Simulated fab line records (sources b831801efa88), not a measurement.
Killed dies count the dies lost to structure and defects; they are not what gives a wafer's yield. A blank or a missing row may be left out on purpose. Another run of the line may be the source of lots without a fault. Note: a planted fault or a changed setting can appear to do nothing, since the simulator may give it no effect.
Shared-tool check ; flow sky130 ; 11 lots, 33 wafers sampled

## WHAT PROMPTED THE OPENING
At SKY_RES_XHIGH_TW_MEAS_09 the reading RES_XHIGH_TW is flagged on 2 of 11 lots. Fault-free wafers read 1639, with a standard deviation of 11.
Rule: flag the lot when none of its wafers has a number, or when each of its wafers that has one lies beyond 4 standard deviations from that mean. All remaining lots are regarded as sound.

lot;measured;on;RES_XHIGH_TW, wafer by wafer;flag
L998;day 26 18:02;film-metro-01;1644 1647 1649;
L999;day 27 04:26;film-metro-01;1638 1639 1633;
L104;day 29 01:15;film-metro-04;1655 1653 1646;
L108;day 30 13:20;film-metro-03;788 791 788;FLAGGED
L109;day 30 19:32;film-metro-04;805 822 806;FLAGGED
L110;day 31 02:50;film-metro-04;1649 1650 1663;
L114;day 32 08:50;film-metro-01;1655 1645 1650;
L117;day 33 06:04;film-metro-04;1641 1643 1644;
L118;day 33 13:27;film-metro-01;1630 1640 1627;
L120;day 34 06:18;film-metro-03;1630 1627 1631;
L121;day 34 08:17;film-metro-01;1644 1646 1633;
Average over the flagged lots: 800; offset from the usual -839, equal to -76 standard deviations.

## LOT BY LOT: THE TOOL USED
Before the reading, the record contains 2 process steps out of a 708-step route. Each cell gives the tool, then ch followed by the chambers the sampled wafers passed through, then the start.
lot;flag;SKY_SD_P_STRIP_10;SKY_RES_XHIGH_IMPLANT_07
L998;;plasma-asher-04 ch 0,1, day 25 12:26;implanter-03 ch 0, day 26 17:47
L999;;plasma-asher-02 ch 0,1, day 25 23:52;implanter-03 ch 0, day 27 04:11
L104;;plasma-asher-02 ch 0,1, day 27 20:47;implanter-03 ch 0, day 29 01:01
L108;FLAGGED;plasma-asher-01 ch 0,1, day 29 08:37;implanter-03 ch 0, day 30 13:05
L109;FLAGGED;plasma-asher-02 ch 0,1, day 29 14:50;implanter-03 ch 0, day 30 19:17
L110;;plasma-asher-02 ch 0,1, day 29 23:20;implanter-02 ch 0, day 31 02:35
L114;;plasma-asher-04 ch 0,1, day 31 05:40;implanter-02 ch 0, day 32 08:36
L117;;plasma-asher-02 ch 0,1, day 32 02:53;implanter-02 ch 0, day 33 05:52
L118;;plasma-asher-01 ch 0,1, day 32 10:25;implanter-02 ch 0, day 33 13:14
L120;;plasma-asher-01 ch 0, day 33 03:53;implanter-02 ch 0, day 34 06:04
L121;;plasma-asher-01 ch 0,1, day 33 05:11;implanter-03 ch 0, day 34 08:02
What these steps do:
- SKY_SD_P_STRIP_10: strips in O2/N2.
- SKY_RES_XHIGH_IMPLANT_07
- SKY_RES_XHIGH_TW_MEAS_09

## FLAGGED OVER TOTAL, TOOL BY TOOL (the gauges that took the reading come last)
step;tool;lots run;flagged;share of the flagged lots;sound lots run after its first flagged lot
SKY_SD_P_STRIP_10;plasma-asher-01;4;1;some;3 (L118,L120,L121)
SKY_SD_P_STRIP_10;plasma-asher-02;5;1;some;2 (L110,L117)
SKY_SD_P_STRIP_10;plasma-asher-04;2;0;none;-
SKY_RES_XHIGH_IMPLANT_07;implanter-02;5;0;none;-
SKY_RES_XHIGH_IMPLANT_07;implanter-03;6;2;all;1 (L121)
SKY_RES_XHIGH_TW_MEAS_09;film-metro-01;5;0;none;-
SKY_RES_XHIGH_TW_MEAS_09;film-metro-03;2;1;some;1 (L120)
SKY_RES_XHIGH_TW_MEAS_09;film-metro-04;4;1;some;2 (L110,L117)

## THE TABLE: WHAT IT ALLOWS
In the table, 1 row covers all flagged lots: implanter-03 at SKY_RES_XHIGH_IMPLANT_07.
- implanter-03 at SKY_RES_XHIGH_IMPLANT_07 ran 6 lots, 2 of them flagged. Lots that were sound ran on it after the first flagged one (L121); a persistent fault on the entire tool would not allow that. Its own readings lie more than 4 standard deviations out on every wafer of the flagged lots: beam-on-s, dose-ions-cm2, faraday-current-uA.
There is no row in the table that ran each flagged lot and no sound lot after the first.

## WHAT HAD BEEN PUT IN BY THE SIMULATOR
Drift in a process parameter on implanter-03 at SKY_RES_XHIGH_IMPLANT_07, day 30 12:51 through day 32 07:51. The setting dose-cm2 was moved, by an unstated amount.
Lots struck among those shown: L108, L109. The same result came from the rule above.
